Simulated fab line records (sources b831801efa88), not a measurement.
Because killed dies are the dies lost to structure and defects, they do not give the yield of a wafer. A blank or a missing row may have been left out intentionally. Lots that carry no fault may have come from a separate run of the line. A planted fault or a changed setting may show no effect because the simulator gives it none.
Problem report, 8D (eight disciplines) form, completed by code    flow sky130    the parts of the form that need people (team, actions taken, sign-off) are left out

== 1. PROBLEM STATEMENT ==
runLengthS at SKY_METAL2_SOFTBAKE_11 reads a mean of 127.84 s on 3 wafers of 2 lots; wafers without a fault read 119.26 s with a standard deviation of 0.15. Measured from the usual mean, that is +57 standard deviations.
The step: time 90 s.
First seen on wafer L388.2, day 40 18:00, on lithoTrack-03. The record holds 36 wafers of 12 lots with a number at this step. By rule, "out" or "out of limits" means more than 4 standard deviations away from the usual mean. The rest of the wafers with a number are treated as sound.

== 2. WHAT IT IS AND WHAT IT IS NOT ==
question                     is                      is not
which readings at this step  runLengthS              -
which lots                   L388, L389              L371, L372, L373, L374, L376, L377, L378, L380, L381, L383
which wafers of those lots   L388.2, L388.5, L389.5  L388.1, L389.1, L389.3
read on which tools          lithoTrack-03           lithoTrack-02, lithoTrack-04
when                         from day 40 18:00       up to then (31 sound wafers); but 2 sound wafers of L389 came after

== 3. THE SUSPECTS, EACH WITH WHAT RULES IT OUT ==
Counting: a tool at a process step up to the reading stays a suspect if it ran every lot that is out. Sound lots after the first of them don't rule it out here, since some wafers of a struck lot are sound.
- rieMetal-02 at SKY_METAL1_ETCH_18 (etches BARC in N2/H2, stops on SiO2, time 45.9 s, target depth 60 nm): kept. It processed each lot that is out (first: L388, day 39 02:00); up to then, its last sound lot is L378 (day 35 18:25).
- lithoTrack-03 at SKY_METAL2_SOFTBAKE_11 (time 90 s): kept. It processed each lot that is out (first: L388, day 40 18:00); up to then, its last sound lot is L378 (day 37 11:00). On those wafers its own readings are out: runLengthS.
Left after counting: rieMetal-02 at SKY_METAL1_ETCH_18, lithoTrack-03 at SKY_METAL2_SOFTBAKE_11.

== 4. THE CAUSE (what the simulator had put in) ==
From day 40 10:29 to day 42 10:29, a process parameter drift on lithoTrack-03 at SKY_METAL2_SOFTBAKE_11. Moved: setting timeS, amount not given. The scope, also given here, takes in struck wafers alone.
2 suspects survive the count, and this tool is in that group.

== 5. THE EFFECT CHAIN, in route order ==
Rows list readings where the struck wafers' mean (over those with a number) sits beyond 3 standard deviations from the usual. Only readings for which the record gives a usual standard deviation are gone through. hours: the time from each lot's start at the first step in this table that gives one to its start at this step, as a median over the lots. sigmas: the change in usual standard deviations.
hours  step                    reading     usual     on struck wafers  change  sigmas
0      SKY_METAL2_SOFTBAKE_11  runLengthS  119.26 s  127.84            +8.58   +57
Here are the process steps it includes:
- SKY_METAL2_SOFTBAKE_11: time 90 s.

== 6. HOW IT WOULD HAVE BEEN CAUGHT EARLIER ==
The fault began at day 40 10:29; the first out-of-limits reading in this record came at day 40 18:00, 8 hours later.
